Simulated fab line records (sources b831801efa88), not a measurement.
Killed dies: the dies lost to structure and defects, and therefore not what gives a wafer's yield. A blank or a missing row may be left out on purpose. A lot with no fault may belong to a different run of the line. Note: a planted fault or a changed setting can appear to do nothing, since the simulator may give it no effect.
Which tool did it?    flow gf180mcu    13 lots with 38 wafers sampled at 3 steps, on a route of 602 steps

== WHAT THE GAUGES SHOWED, per wafer ==
GF_SALICIDE_RS_MEAS_04: measurement is done with a four-point probe.
lot   measured      on             SALICIDE_TIN_RS (ohm/sq)
L489  day 15 02:28  film_metro-04  15.85 15.65
L490  day 15 07:43  film_metro-02  16.16 16.29 16.39
L493  day 16 10:28  film_metro-02  15.91 15.89 15.93
L497  day 17 19:51  film_metro-04  55.67 55.08 55.40
L498  day 18 12:09  film_metro-02  56.06 56.78 55.92
L500  day 19 04:38  film_metro-01  16.57 16.66 16.35
L503  day 20 04:22  film_metro-02  16.69 16.47 16.52
L505  day 20 19:11  film_metro-02  16.23 16.32 16.34
L506  day 21 03:05  film_metro-04  16.44 16.48 16.18
L507  day 21 06:29  film_metro-01  16.32 15.93 16.01
L509  day 22 06:28  film_metro-01  16.58 16.63 16.42
L511  day 23 08:29  film_metro-02  16.24 15.79 15.88
L512  day 23 10:08  film_metro-04  16.07 15.72 16.06

== WHICH TOOL RAN EACH LOT (tool, then ch and the chambers of the sampled wafers, then the start) ==
lot   GF_PSD_STRIP_10                       GF_SALICIDE_SPUTTER_02
L489  plasma_asher-02 ch 1, day 14 04:32    pvd_sputter-01, day 15 02:23
L490  plasma_asher-02 ch 0,1, day 14 09:19  pvd_sputter-02, day 15 07:38
L493  plasma_asher-04 ch 0,1, day 15 12:11  pvd_sputter-01, day 16 10:23
L497  plasma_asher-02 ch 0,1, day 16 20:47  pvd_sputter-03, day 17 19:47
L498  plasma_asher-03 ch 0, day 17 11:25    pvd_sputter-01, day 18 12:04
L500  plasma_asher-03 ch 0,1, day 18 03:41  pvd_sputter-02, day 19 04:35
L503  plasma_asher-02 ch 0,1, day 19 03:25  pvd_sputter-01, day 20 04:16
L505  plasma_asher-04 ch 0,1, day 19 18:44  pvd_sputter-01, day 20 19:06
L506  plasma_asher-02 ch 0,1, day 20 02:43  pvd_sputter-02, day 21 02:58
L507  plasma_asher-04 ch 0,1, day 20 06:01  pvd_sputter-01, day 21 06:25
L509  plasma_asher-03 ch 0,1, day 21 06:25  pvd_sputter-01, day 22 06:22
L511  plasma_asher-04 ch 0,1, day 22 08:37  pvd_sputter-03, day 23 08:25
L512  plasma_asher-03 ch 1, day 22 09:50    pvd_sputter-03, day 23 10:04
- GF_PSD_STRIP_10: strips in O2/N2.
- GF_SALICIDE_SPUTTER_02: material Co, target thk 10 nm, time 20 s.

== WHAT THE TOOLS THEMSELVES READ (means of the sampled wafers that have a number; where no wafer has one, the mark that the record gives instead) ==
GF_PSD_STRIP_10.
lot   tool             drypump_motor_current_A (A)  heater_power_w (W)  o2_flow_sccm (sccm)  oes_product_au (a.u.)  strip_time_to_endpoint_s (s)
L489  plasma_asher-02  5.9                          306                 2994                 0.595                  16.63
L490  plasma_asher-02  5.6                          327                 2999                 0.593                  16.63
L493  plasma_asher-04  6.0                          294                 2985                 0.592                  16.60
L497  plasma_asher-02  5.6                          327                 2998                 0.595                  16.61
L498  plasma_asher-03  5.4                          353                 2998                 0.595                  16.57
L500  plasma_asher-03  5.3                          343                 3002                 0.590                  16.56
L503  plasma_asher-02  5.8                          323                 3012                 0.599                  16.64
L505  plasma_asher-04  5.8                          304                 3005                 0.591                  16.56
L506  plasma_asher-02  5.8                          321                 3003                 0.593                  16.62
L507  plasma_asher-04  5.9                          294                 3006                 0.590                  16.57
L509  plasma_asher-03  5.3                          335                 2995                 0.594                  16.59
L511  plasma_asher-04  5.9                          295                 2994                 0.590                  16.58
L512  plasma_asher-03  5.2                          323                 3006                 0.597                  16.63

GF_SALICIDE_SPUTTER_02.
lot   tool            cathode_dc_power_W (W)  chamber_pressure_pa (Pa)  throttle_valve_pct (%)
L489  pvd_sputter-01  1000.00                 0.3988                    30.2
L490  pvd_sputter-02  999.86                  0.4006                    30.4
L493  pvd_sputter-01  1000.02                 0.4008                    30.6
L497  pvd_sputter-03  -                       -                         -
L498  pvd_sputter-01  -                       -                         -
L500  pvd_sputter-02  999.87                  0.4000                    30.1
L503  pvd_sputter-01  999.92                  0.3995                    29.6
L505  pvd_sputter-01  999.85                  0.4001                    29.5
L506  pvd_sputter-02  1000.03                 0.3997                    30.1
L507  pvd_sputter-01  999.77                  0.3996                    30.0
L509  pvd_sputter-01  1000.03                 0.4004                    30.3
L511  pvd_sputter-03  1000.12                 0.3995                    29.8
L512  pvd_sputter-03  1000.02                 0.4004                    30.9

== THE ANSWER, worked out from the rows above alone ==
Rule: what is usual is taken from the lots themselves. The widest of any qualifying gaps counts: lots, ordered by their means at a reading, are off when they make up no more than a third of the lots, leave a main group of 4 or more, and stand apart from it by 3 or more times the standard deviation of that group's means. The tables above print the reading to a certain number of digits; a main group whose means all agree to those digits is not used. Also off: a lot with no number at a reading for which 4 or more lots have one. Any other lot the step has rows for is counted as sound. After the gauges, taken in route order, come the tools' own readings; for these a lot's mean is taken, as printed above. The first step at which some lot is off is used, and at that step the reading that is off furthest; a lot without a number counts as furthest.
Off: L497, L498, seen at GF_SALICIDE_RS_MEAS_04 (SALICIDE_TIN_RS). Mean 16.20 ohm/sq and standard deviation 0.27 in the main group.
If a tool, at a process step before that reading, ran all the lots that are off and no sound lot after the first of them, it fits. Not tried: the gauges at GF_SALICIDE_RS_MEAS_04; whatever is off there is also off at GF_SALICIDE_SPUTTER_02, on other tools, and gauge error can't account for it. None of those tried fits.

== WHAT THE SIMULATOR HAD PUT IN ==
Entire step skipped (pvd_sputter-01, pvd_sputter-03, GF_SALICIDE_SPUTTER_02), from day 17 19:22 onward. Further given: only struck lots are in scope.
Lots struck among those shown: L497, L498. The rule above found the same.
